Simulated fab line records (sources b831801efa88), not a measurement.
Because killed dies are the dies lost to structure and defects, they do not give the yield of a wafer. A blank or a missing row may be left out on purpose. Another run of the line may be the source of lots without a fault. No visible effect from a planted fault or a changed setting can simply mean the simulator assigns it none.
Which tool was responsible? + flow sfq line + 14 lots, 40 wafers sampled, at 1 step of a route of 325

WHAT EACH GAUGE READ, for each wafer
The record lacks any reading of a measuring or inspecting step that a usual standard deviation could be used to judge.

WHAT TOOL EACH LOT RAN ON (gives the tool, then ch and the chambers of the sampled wafers, and finally the start)
| lot  | SFQ_TRILAYER_C5_BARC_OPEN_VIA_ETCH_210 |
|------|----------------------------------------|
| L492 | rie diel-03 ch 0,1, day 62 18:39       |
| L495 | rie diel-03 ch 0,1,2, day 63 19:43     |
| L496 | rie diel-02 ch 0,1,3, day 64 00:38     |
| L497 | rie diel-03 ch 0,1,3, day 64 15:02     |
| L498 | rie diel-02 ch 0,1, day 65 11:25       |
| L499 | rie diel-04 ch 0,1,3, day 65 14:49     |
| L500 | rie diel-02 ch 0,1,2, day 66 14:49     |
| L503 | rie diel-03 ch 0,2,3, day 71 11:22     |
| L506 | rie diel-03 ch 0,3, day 71 22:10       |
| L507 | rie diel-04 ch 0,1,2, day 71 23:22     |
| L509 | rie diel-03 ch 1,2, day 72 05:08       |
| L511 | rie diel-03 ch 2, day 72 14:44         |
| L512 | rie diel-02 ch 0,3, day 72 18:20       |
| L514 | rie diel-04 ch 1,2, day 72 20:44       |
- SFQ_TRILAYER_C5_BARC_OPEN_VIA_ETCH_210: etches BARC in O2, target depth 125 nm, time 41.7 s.

WHAT THE TOOLS THEMSELVES READ (means of the sampled wafers that have a number; where no wafer has one, the mark that the record gives instead)
SFQ_TRILAYER_C5_BARC_OPEN_VIA_ETCH_210. Usual: drypump motor current A 5.9 A, standard deviation 0.32; oes product au 0.685 a.u., standard deviation 0.0047; run length s 70.1 s, standard deviation 0.39.
| lot  | tool        | drypump motor current A (A) | oes product au (a.u.) | run length s (s) | flag |
|------|-------------|-----------------------------|-----------------------|------------------|------|
| L492 | rie diel-03 | 5.9                         | 0.689                 | 70.1             |      |
| L495 | rie diel-03 | 5.9                         | 0.685                 | 70.5             |      |
| L496 | rie diel-02 | 6.0                         | 0.689                 | 70.0             |      |
| L497 | rie diel-03 | 5.9                         | 0.684                 | 70.2             |      |
| L498 | rie diel-02 | 5.7                         | 0.686                 | 70.2             |      |
| L499 | rie diel-04 | 5.8                         | 0.686                 | 69.8             |      |
| L500 | rie diel-02 | 5.6                         | 0.682                 | 70.2             |      |
| L503 | rie diel-03 | 6.1                         | 0.687                 | 70.2             |      |
| L506 | rie diel-03 | 6.0                         | 0.687                 | 70.2             |      |
| L507 | rie diel-04 | 5.9                         | 0.684                 | 69.9             |      |
| L509 | rie diel-03 | 5.9                         | 0.671                 | 71.8             | OFF  |
| L511 | rie diel-03 | 6.2                         | 0.671                 | 72.2             | OFF  |
| L512 | rie diel-02 | 5.9                         | 0.684                 | 69.8             |      |
| L514 | rie diel-04 | 6.1                         | 0.684                 | 69.8             |      |

THE ANSWER, worked out from the rows above alone
Rule: a lot is off if the mean of its wafers that have a number lies more than 3 standard deviations from the usual mean. Also off: a lot with no number at a reading for which 4 or more lots have one. Where the step has rows for the other lots, those lots are counted as sound. The gauges are gone through in route order, then the tools' own readings, and for those a lot's mean is taken as printed above. At the first step where some lot is off, the reading lying furthest off is the one used; lots without a number count as furthest.
Off: L509, L511, at SFQ_TRILAYER_C5_BARC_OPEN_VIA_ETCH_210 (run length s).
A tool fits if, at that step or a process step before it, it ran every lot that is off, and no sound lot after the first of them. One fits: SFQ_TRILAYER_C5_BARC_OPEN_VIA_ETCH_210 on rie diel-03. A fault onset in the window from L506 (day 71 22:10, its last sound lot) to L509 (day 72 05:08, its first lot off) fits.
The tool's own readings at SFQ_TRILAYER_C5_BARC_OPEN_VIA_ETCH_210 bear it out: on the lots that are off they differ by more than 5 times the standard deviation of the sound lots' means. oes product au reads 0.671 a.u. there against 0.686 a.u. on the sound lots; run length s reads 72.0 s there against 70.1 s on the sound lots.

WHAT WAS PUT IN BY THE SIMULATOR
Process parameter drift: rie diel-03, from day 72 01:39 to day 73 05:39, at SFQ_TRILAYER_C5_BARC_OPEN_VIA_ETCH_210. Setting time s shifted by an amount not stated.
Struck lots among those shown: L509, L511. Same finding as the rule above.
